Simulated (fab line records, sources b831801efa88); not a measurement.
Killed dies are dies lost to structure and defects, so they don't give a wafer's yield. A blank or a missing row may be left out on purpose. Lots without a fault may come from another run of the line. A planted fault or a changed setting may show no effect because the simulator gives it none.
One fault seen from 2 desks | flow sky130 | each desk has only its own numbers; what lay behind them comes last

THE TOOL OWNER'S DESK: litho_track-02
The tool's own readings at SKY_VIA2_COAT_06 (resist thk 60 nm): means of the sampled wafers that have a number, for each lot that ran on this tool. A lot is out of limits, marked OUT, if its mean lies more than 4 standard deviations from the usual mean; the brackets give that distance.
Columns: A = dispense_pressure_kPa at SKY_VIA2_COAT_06, usual 46.5 kPa; B = exhaust_pa at SKY_VIA2_COAT_06, usual 45.0 Pa
lot  | first seen here | A    | B
L580 | day 36 22:02    | 49.3 | 43.0
L586 | day 39 05:20    | 49.3 | 43.7
L588 | day 39 21:40    | 49.3 | 45.9
L591 | day 40 18:38    | 49.3 | 45.7
This desk's finding: nothing out of limits on any of the 4 lots.

THE METROLOGY DESK
What the gauges read, lot by lot, whatever tool the lot ran on: means of the sampled wafers that have a number. A lot is out of limits, marked OUT, if its mean lies more than 4 standard deviations from the usual mean; the brackets give that distance.
Columns: A = METAL2_ALCU_THK at SKY_METAL2_THK_MEAS_06, usual 253 nm
lot  | first seen here | A
L578 | day 34 12:20    | 256
L580 | day 35 07:11    | 247
L579 | day 35 12:47    | 250
L581 | day 35 19:01    | 254
L585 | day 37 03:22    | 248
L586 | day 37 11:14    | 253
L588 | day 38 06:44    | 256
L591 | day 39 04:46    | 248
L597 | day 40 12:48    | 255
L598 | day 40 18:47    | 248
L599 | day 40 23:46    | 252
This desk's finding: nothing out of limits on any of the 11 lots.

PUT TOGETHER
The tool owner's desk saw nothing out of limits.
The metrology desk saw nothing out of limits.

WHAT THE SIMULATOR HAD PUT IN
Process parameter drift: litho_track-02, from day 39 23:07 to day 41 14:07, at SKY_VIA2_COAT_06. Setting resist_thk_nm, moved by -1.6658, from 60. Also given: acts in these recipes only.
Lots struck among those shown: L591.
